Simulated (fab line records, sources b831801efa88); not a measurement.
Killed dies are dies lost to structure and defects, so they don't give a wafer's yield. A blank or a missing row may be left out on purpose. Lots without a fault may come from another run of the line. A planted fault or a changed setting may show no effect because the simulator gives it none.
Which tool did it? | flow sky130 | 13 lots, 39 wafers sampled, at 5 steps of a route of 708

WHAT THE GAUGES READ, wafer by wafer
SKY_LDD_HVP_OVL_MEAS_07.
lot  | measured     | on         | LDD_HVP_OVL (nm)
L816 | day 21 09:04 | overlay-02 | -0.3 0.0 3.1
L818 | day 22 04:50 | overlay-01 | -2.5 -1.6 -0.2
L819 | day 22 19:53 | overlay-02 | 0.5 0.6 1.2
L820 | day 23 02:53 | overlay-02 | -1.3 -0.1 -0.4
L821 | day 23 13:43 | overlay-02 | 0.3 -0.3 -1.1
L826 | day 25 11:53 | overlay-02 | -0.7 -0.4 -1.6
L827 | day 25 19:39 | overlay-02 | 3.5 0.1 2.2
L831 | day 26 19:30 | overlay-01 | -1.0 -0.1 -0.6
L832 | day 27 13:46 | overlay-02 | 0.8 -0.6 -2.2
L833 | day 27 15:49 | overlay-01 | 2.1 0.7 1.2
L834 | day 28 03:41 | overlay-02 | -0.7 -0.7 -0.7
L835 | day 28 08:05 | overlay-02 | 0.9 0.5 0.2
L838 | day 29 17:17 | overlay-01 | 0.5 0.3 -0.1

SKY_SPACER_THK_MEAS_01.
lot  | measured     | on            | SPACER_CVD_00_THK (nm)
L816 | day 22 18:23 | film_metro-03 | 43.4 43.5 43.3
L818 | day 23 16:17 | film_metro-04 | 43.3 43.3 43.5
L819 | day 24 03:56 | film_metro-02 | 43.2 42.9 43.2
L820 | day 24 11:42 | film_metro-02 | 43.5 43.1 43.7
L821 | day 24 23:16 | film_metro-02 | 42.7 43.0 42.9
L826 | day 26 20:13 | film_metro-03 | 42.8 42.5 43.0
L827 | day 27 05:06 | film_metro-03 | 42.9 43.4 43.3
L831 | day 28 03:10 | film_metro-04 | 43.1 43.1 43.1
L832 | day 28 21:04 | film_metro-02 | 43.6 43.9 44.0
L833 | day 28 22:56 | film_metro-02 | 43.5 43.0 43.5
L834 | day 29 11:29 | film_metro-02 | 43.2 43.6 43.0
L835 | day 29 15:32 | film_metro-02 | 43.1 43.2 43.2
L838 | day 31 00:56 | film_metro-03 | 42.7 42.6 42.8

SKY_SD_N_CD_MEAS_07: target cd 380 nm.
lot  | measured     | on        | cd_nm (nm)
L816 | day 27 18:02 | cd_sem-01 | 376.7 378.2 376.0
L818 | day 28 15:38 | cd_sem-02 | 380.3 382.7 381.2
L819 | day 29 02:17 | cd_sem-01 | 376.2 375.9 378.6
L820 | day 29 10:28 | cd_sem-02 | 380.9 379.7 380.2
L821 | day 29 22:23 | cd_sem-01 | 336.7 334.9 334.8 336.9 334.7 334.8
L826 | day 31 16:14 | cd_sem-01 | 380.8 380.9 379.6
L827 | day 32 00:05 | cd_sem-02 | 383.1 383.6 382.3
L831 | day 32 19:49 | cd_sem-02 | 380.1 380.7 380.3
L832 | day 33 13:22 | cd_sem-02 | 380.0 379.3 378.0
L833 | day 33 13:47 | cd_sem-02 | 379.1 381.7 381.0
L834 | day 34 00:47 | cd_sem-02 | 380.9 384.4 381.0
L835 | day 34 05:55 | cd_sem-01 | 380.3 378.2 379.6
L838 | day 35 11:50 | cd_sem-02 | 381.3 379.5 377.7

SKY_LI_CONTACT_THK_MEAS_01.
lot  | measured     | on            | LI_CONTACT_HDPCVD_THK (nm)
L816 | day 27 19:21 | film_metro-03 | 912 930 934
L818 | day 28 16:56 | film_metro-01 | 936 919 915
L819 | day 29 03:35 | film_metro-03 | 928 940 934
L820 | day 29 11:46 | film_metro-01 | 956 952 933
L821 | day 30 02:49 | film_metro-04 | 951 925 945
L826 | day 31 17:33 | film_metro-01 | 943 955 937
L827 | day 32 01:25 | film_metro-01 | 929 920 920
L831 | day 32 21:07 | film_metro-01 | 936 937 931
L832 | day 33 14:40 | film_metro-04 | 933 931 935
L833 | day 33 15:11 | film_metro-01 | 931 939 936
L834 | day 34 02:24 | film_metro-04 | 928 931 915
L835 | day 34 07:13 | film_metro-03 | 938 908 930
L838 | day 35 13:10 | film_metro-01 | 907 928 919

WHICH TOOL RAN EACH LOT (tool, then ch and the chambers of the sampled wafers, then the start)
lot  | SKY_SD_N_EXPOSE_04
L816 | iline_stepper-02 ch 0, day 27 03:53
L818 | iline_stepper-01 ch 0, day 28 01:25
L819 | iline_stepper-02 ch 0, day 28 11:50
L820 | iline_stepper-02 ch 0, day 28 19:59
L821 | iline_stepper-02 ch 0, day 29 07:56
L826 | iline_stepper-01 ch 0, day 31 02:44
L827 | iline_stepper-02 ch 0, day 31 11:08
L831 | iline_stepper-02 ch 0, day 32 06:59
L832 | iline_stepper-02 ch 0, day 33 00:30
L833 | iline_stepper-01 ch 0, day 33 01:13
L834 | iline_stepper-02 ch 0, day 33 11:46
L835 | iline_stepper-01 ch 0, day 33 16:16
L838 | iline_stepper-01 ch 0, day 34 22:44
- SKY_SD_N_EXPOSE_04: exposes mask NSDM, target cd 380 nm.

WHAT THE TOOLS THEMSELVES READ (means of the sampled wafers that have a number; where no wafer has one, the mark that the record gives instead)
The record holds no such reading with a usual standard deviation.

THE ANSWER, worked out from the rows above alone
Rule: what is usual is taken from the lots themselves. Put in order of their means at a reading, lots are off if they are a third of the lots or fewer, leave a main group of 4 or more, and stand apart from it by a gap of 3 or more times the standard deviation of the main group's means; of several such gaps the widest counts. A main group whose means are all the same, to the digits that the tables above print for the reading, isn't used. A lot without any number at a reading at which 4 lots or more have one is off too. The other lots that the step has rows for count as sound. The gauges are gone through in route order, then the tools' own readings, and for those a lot's mean is taken as printed above. The first step at which some lot is off is used, and at that step the reading that is off furthest; a lot without a number counts as furthest.
Off: L821, at SKY_SD_N_CD_MEAS_07 (cd_nm). The main group: mean 380.0 nm, standard deviation 1.7.
A tool fits if, at a process step before that reading, it ran every lot that is off, and no sound lot after the first of them. The gauges at SKY_SD_N_CD_MEAS_07 are tried like those tools. None of those tried fits.

WHAT THE SIMULATOR HAD PUT IN
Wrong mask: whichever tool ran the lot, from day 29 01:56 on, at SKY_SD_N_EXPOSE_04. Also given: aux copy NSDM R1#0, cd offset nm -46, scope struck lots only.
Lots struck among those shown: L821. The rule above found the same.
